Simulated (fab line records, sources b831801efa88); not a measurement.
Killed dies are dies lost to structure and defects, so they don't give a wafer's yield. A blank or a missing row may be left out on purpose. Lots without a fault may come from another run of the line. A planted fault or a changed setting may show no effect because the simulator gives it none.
Chamber matching | flow sky130 | SKY_VIA3_CMP_24 on cmp-01: 4 sister chambers
The step polishes, stops on SiO2, t overpolish 20 s, target thk 0 nm. 4 wafers are shown with their chamber, then 8 later ones without.

WAFERS WITH THEIR CHAMBER
wafer  | chamber | motor_current_A (A)
L252.5 | 3       | 14.0
L263.2 | 2       | 12.2
L263.4 | 1       | 10.3
L265.3 | 0       | 11.4

WAFERS WITHOUT THEIR CHAMBER
wafer  | motor_current_A (A)
L265.4 | 10.1
L265.5 | 11.9
L267.1 | 11.2
L267.4 | 13.2
L267.6 | 9.9
L268.1 | 9.5
L268.2 | 12.6
L268.4 | 13.4

WHICH CHAMBER EACH WENT THROUGH
wafer  | from the rows above          | in truth
L265.4 | 1                            | 1
L265.5 | can't be placed: 2 or 0      | 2
L267.1 | can't be placed: 0 or 1 or 2 | 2
L267.4 | can't be placed: 3 or 2 or 0 | 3
L267.6 | 1                            | 1
L268.1 | 1                            | 1
L268.2 | can't be placed: 2 or 0 or 3 | 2
L268.4 | can't be placed: 3 or 2      | 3
Placed correctly: 3 of 8. Can't be placed from these rows: 5 (the true chamber is among the candidates in 5). Placed wrongly: 0.
How it was worked out, from the rows above alone: a wafer's distance from a chamber is the root of the sum, over the readings, of the square of ((its reading less the chamber's mean) divided by the reading's scatter). The wafer belongs to the nearest chamber; if the next one is less than 2 further off, it can't be placed. A chamber's mean is the mean of its shown wafers. The scatter: with one shown wafer a chamber, the root of the mean of the squares of how far each hidden wafer lies from its nearest shown one.
